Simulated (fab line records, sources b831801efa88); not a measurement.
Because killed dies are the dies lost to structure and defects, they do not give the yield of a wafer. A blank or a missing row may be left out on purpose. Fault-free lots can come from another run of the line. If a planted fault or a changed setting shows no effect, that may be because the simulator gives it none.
Comparing a struck lot with a sound one -- flow sky130 -- 14 out of 708 route steps
Sound: the wafers L192.4, L192.5, L192.6. Wafers struck: L201.1, L201.4, L201.6. The cause is given at the end.
For every step that has rows: the tool of each side, followed by ch and its chambers, followed by its first start. Under that, the readings that differ: sound wafers -- struck wafers -- difference of the means -- sigmas: that difference in standard deviations of wafers without a fault.
alike: readings whose means differ by less than 2 such deviations, and words and numbers that are the same on both sides. not compared: withheld readings, readings that some wafer has no value for, bounds like >300 that may hide the same value, and numbers for which the record gives no deviation and whose values overlap.
Wherever a step has rows on one side only, a row that says differs or no value, or a row with sigmas, the two part there. Non-overlapping numbers with no deviation appear without sigmas and do not part them. A reading missing from all wafers of one side parts the sides only when that side holds two or more wafers.

first, 8 steps without rows for these wafers: SKY_POLY_GATE_DEHYDRATE_05 (time 60 s); SKY_POLY_GATE_HMDS_06 (prime time 60 s); SKY_POLY_GATE_COAT_07 (resist thk 110 nm); SKY_POLY_GATE_COAT_08 (resist thk 450 nm); SKY_POLY_GATE_SOFTBAKE_09 (time 90 s); SKY_POLY_GATE_EXPOSE_10 (exposes mask P1M, target cd 150 nm); SKY_POLY_GATE_PEB_11; SKY_POLY_GATE_DEVELOP_12 (develop time 60 s).
SKY_POLY_GATE_CD_MEAS_13: the cd target is 150 nm.
  struck on cd sem-01, day 21 01:30; sound on cd sem-02, day 17 20:03
  alike: cd nm
SKY_POLY_GATE_OVL_MEAS_14:
  struck on overlay-01, day 21 01:37; sound on overlay-02, day 17 20:08
  alike: POLY_GATE_OVL
SKY_POLY_GATE_ETCH_15: etches BARC in N2/H2, stops on SiO2, time 118.5 s, target depth 110 nm.
  sound on rie diel-04 ch 1,2, day 17 20:09; struck on rie diel-04 ch 2,3, day 21 01:40
  alike: drypump motor current A, oes product au, rf fwd power W, throttle valve pct
  not compared: rf hours counter h
SKY_POLY_GATE_ETCH_16: etches Si3N4 in CH3F/O2, stops on poly-Si, time 147.5 s, target depth 75 nm.
  sound on rie diel-04 ch 1,2, day 17 20:14; struck on rie diel-04 ch 2,3, day 21 01:44
  alike: drypump motor current A, oes product au, rf fwd power W, throttle valve pct
  not compared: rf hours counter h
SKY_POLY_GATE_ETCH_17: etches poly-Si in HBr/Cl2, stops on SiO2, target depth 180 nm, time 70.5 s.
  sound on rie si-02 ch 1,2,3, day 17 20:20; struck on rie si-01 ch 0,1, day 21 01:50
reading,sound,struck,difference,sigmas
oes product au (a.u.),0.981 0.972 0.992,0.943 0.946 0.926,-0.043,-6
rf fwd power W (W),396.5 397.6 397.3,332.1 332.2 331.2,-65.3,-47
model.POLY_GATE.feature depth nm (nm),176.9 176.3 179.2,166.4 167.5 161.8,-12.2,
model.etch.depth nm (nm),176.9 176.3 179.2,166.4 167.5 161.8,-12.2,
model.KrF-thick_of_POLY_GATE_COAT_08.thk nm (nm),142.4 143.3 140.3,145.3 145.9 148,+4.4,
  alike: drypump motor current A, throttle valve pct
  not compared: rf hours counter h
SKY_POLY_GATE_STRIP_18: strips in O2/N2.
  sound on plasma asher-03 ch 0,1, day 17 20:25; struck on plasma asher-03 ch 0,1, day 21 01:55
  alike: drypump motor current A, oes product au, strip time to endpoint s
  not compared: rf hours counter h

## WHERE THEY PART
Within this record, at SKY_POLY_GATE_ETCH_17 only. Later steps at which nothing parts them and some readings are alike: SKY_POLY_GATE_STRIP_18.

WHY: the cause the simulator had injected
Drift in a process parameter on rie si-01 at SKY_POLY_GATE_ETCH_17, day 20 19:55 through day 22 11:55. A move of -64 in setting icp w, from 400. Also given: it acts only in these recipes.
